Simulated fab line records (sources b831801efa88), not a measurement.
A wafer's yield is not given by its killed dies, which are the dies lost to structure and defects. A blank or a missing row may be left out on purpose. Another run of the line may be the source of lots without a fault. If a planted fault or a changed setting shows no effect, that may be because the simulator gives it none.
Which tool was responsible? + flow gf180mcu + 36 wafers from 12 lots sampled at 6 of the route's 602 steps

WHAT EACH GAUGE READ, for each wafer
GF_HV_LDD_CD_MEAS_07: the cd target is 400 nm.
| lot  | measured     | on        | cd nm (nm)        |
|------|--------------|-----------|-------------------|
| L111 | day 10 01:33 | cd sem-01 | 402.5 404.8 402.4 |
| L112 | day 10 09:34 | cd sem-01 | 406.5 406.5 407.3 |
| L113 | day 10 12:42 | cd sem-02 | 399.4 399.4 402.1 |
| L114 | day 11 02:07 | cd sem-02 | 400.9 399.1 400.3 |
| L115 | day 11 04:57 | cd sem-02 | 399.4 399.3 397.3 |
| L117 | day 11 21:42 | cd sem-01 | 399.9 399.7 399.0 |
| L120 | day 12 16:40 | cd sem-02 | 398.9 398.9 401.5 |
| L121 | day 13 02:24 | cd sem-01 | 398.8 399.8 401.0 |
| L128 | day 15 05:01 | cd sem-02 | - - -             |
| L132 | day 16 15:25 | cd sem-01 | 399.3 398.3 397.2 |
| L133 | day 16 20:38 | cd sem-02 | 400.5 400.3 401.0 |
| L134 | day 17 03:19 | cd sem-01 | 401.5 400.4 402.6 |

GF_HV_LDD_TW_MEAS_11.
| lot  | measured     | on            | HV_LDD_TW      |
|------|--------------|---------------|----------------|
| L111 | day 10 01:57 | film metro-02 | 2380 2379 2370 |
| L112 | day 10 09:58 | film metro-02 | 2386 2379 2381 |
| L113 | day 10 13:07 | film metro-04 | 2440 2430 2427 |
| L114 | day 11 02:31 | film metro-04 | 2415 2415 2435 |
| L115 | day 11 05:21 | film metro-02 | 2381 2372 2379 |
| L117 | day 11 22:07 | film metro-01 | 2447 2445 2423 |
| L120 | day 12 17:04 | film metro-01 | 2425 2429 2413 |
| L121 | day 13 02:49 | film metro-02 | 2376 2385 2398 |
| L128 | day 15 05:25 | film metro-04 | 30 30 30       |
| L132 | day 16 15:49 | film metro-01 | 2425 2416 2424 |
| L133 | day 16 21:02 | film metro-04 | 2420 2420 2438 |
| L134 | day 17 03:43 | film metro-02 | 2371 2374 2387 |

GF_HV_LDD_TW_MEAS_23.
| lot  | measured     | on            | HV_LDD_2_TW    |
|------|--------------|---------------|----------------|
| L111 | day 10 20:25 | film metro-04 | 1072 1065 1060 |
| L112 | day 11 04:18 | film metro-01 | 1066 1072 1068 |
| L113 | day 11 07:22 | film metro-02 | 1032 1040 1037 |
| L114 | day 11 21:31 | film metro-04 | 1056 1056 1062 |
| L115 | day 12 00:22 | film metro-01 | 1059 1064 1058 |
| L117 | day 12 18:06 | film metro-01 | 1059 1065 1055 |
| L120 | day 13 13:41 | film metro-02 | 1043 1047 1047 |
| L121 | day 13 23:13 | film metro-02 | 1046 1041 1043 |
| L128 | day 16 02:49 | film metro-02 | 2415 2431 2416 |
| L132 | day 17 15:13 | film metro-01 | 1070 1065 1069 |
| L133 | day 17 20:16 | film metro-04 | 1064 1064 1055 |
| L134 | day 18 03:50 | film metro-01 | 1062 1065 1066 |

GF_SAB_CD_MEAS_09: the cd target is 420 nm.
| lot  | measured     | on        | cd nm (nm)        |
|------|--------------|-----------|-------------------|
| L111 | day 15 04:43 | cd sem-01 | 424.1 426.1 423.6 |
| L112 | day 15 13:23 | cd sem-02 | 416.9 417.4 415.6 |
| L113 | day 15 18:10 | cd sem-01 | 417.0 415.1 416.7 |
| L114 | day 16 09:29 | cd sem-02 | 421.2 420.7 422.0 |
| L115 | day 16 14:28 | cd sem-01 | 421.2 418.8 418.9 |
| L117 | day 17 09:19 | cd sem-01 | 422.2 422.7 422.3 |
| L120 | day 18 07:02 | cd sem-02 | 424.7 424.4 426.4 |
| L121 | day 18 22:07 | cd sem-02 | 420.2 419.3 418.8 |
| L132 | day 22 20:06 | cd sem-01 | 416.6 417.0 417.4 |
| L133 | day 22 23:12 | cd sem-02 | 419.9 420.1 420.9 |
| L134 | day 23 06:31 | cd sem-01 | 422.3 422.1 423.5 |

GF_CONTACT_CD_MEAS_14: the cd target is 220 nm.
| lot  | measured     | on        | cd nm (nm)        |
|------|--------------|-----------|-------------------|
| L111 | day 16 03:47 | cd sem-02 | 219.2 219.4 219.3 |
| L112 | day 16 12:39 | cd sem-01 | 221.0 221.8 220.0 |
| L113 | day 16 18:15 | cd sem-02 | 218.6 218.6 219.3 |
| L114 | day 17 09:55 | cd sem-02 | 219.4 217.7 219.0 |
| L115 | day 17 15:10 | cd sem-02 | 219.3 220.9 220.9 |
| L117 | day 18 09:46 | cd sem-01 | 219.8 220.7 221.5 |
| L120 | day 19 09:08 | cd sem-01 | 223.5 223.2 222.5 |
| L121 | day 19 23:39 | cd sem-01 | 220.0 220.8 220.0 |
| L132 | day 23 20:35 | cd sem-01 | 221.0 219.3 220.0 |
| L133 | day 23 22:59 | cd sem-02 | 219.5 221.1 220.3 |
| L134 | day 24 06:33 | cd sem-02 | 220.5 219.7 219.9 |

TOOL THAT RAN EACH LOT (tool first, then ch and the chambers of the sampled wafers, then the start)
| lot  | GF_HV_LDD_EXPOSE_04                 |
|------|-------------------------------------|
| L111 | iline stepper-01 ch 0, day 9 17:10  |
| L112 | iline stepper-01 ch 0, day 10 00:34 |
| L113 | iline stepper-02 ch 0, day 10 03:55 |
| L114 | iline stepper-02 ch 0, day 10 17:10 |
| L115 | iline stepper-02 ch 0, day 10 19:57 |
| L117 | iline stepper-02 ch 0, day 11 12:34 |
| L120 | iline stepper-01 ch 0, day 12 07:13 |
| L121 | iline stepper-02 ch 0, day 12 16:29 |
| L128 | iline stepper-02 ch 0, day 14 18:34 |
| L132 | iline stepper-02 ch 0, day 16 03:47 |
| L133 | iline stepper-01 ch 0, day 16 09:22 |
| L134 | iline stepper-02 ch 0, day 16 16:16 |
- GF_HV_LDD_EXPOSE_04: exposes mask Nplus LV AREA, target cd 400 nm.

WHAT THE TOOLS THEMSELVES READ (means of the sampled wafers that have a number; where no wafer has one, the mark that the record gives instead)
The record holds no such reading with a usual standard deviation.

THE ANSWER, worked out from the rows above alone
Rule: the lots themselves supply what counts as usual. Put in order of their means at a reading, lots are off if they are a third of the lots or fewer, leave a main group of 4 or more, and stand apart from it by a gap of 3 or more times the standard deviation of the main group's means; of several such gaps the widest counts. Not used: any main group whose means are identical at the precision the tables above print for the reading. A lot without any number at a reading at which 4 lots or more have one is off too. All remaining lots with rows at the step are treated as sound. After the gauges, taken in route order, come the tools' own readings; for these a lot's mean is taken, as printed above. The first step at which some lot is off is used, and at that step the reading that is off furthest; a lot without a number counts as furthest.
Off: L128 (GF_HV_LDD_CD_MEAS_07, cd nm). Without a number there: L128. Mean 400.8 nm and standard deviation 2.3 in the main group.
A tool fits if, at a process step before that reading, it ran every lot that is off, and no sound lot after the first of them. Not tried: the gauges at GF_HV_LDD_CD_MEAS_07; whatever is off there is also off at GF_HV_LDD_TW_MEAS_11, on other tools, and gauge error can't account for it. No candidate that was tried fits.

WHAT THE SIMULATOR PUT IN
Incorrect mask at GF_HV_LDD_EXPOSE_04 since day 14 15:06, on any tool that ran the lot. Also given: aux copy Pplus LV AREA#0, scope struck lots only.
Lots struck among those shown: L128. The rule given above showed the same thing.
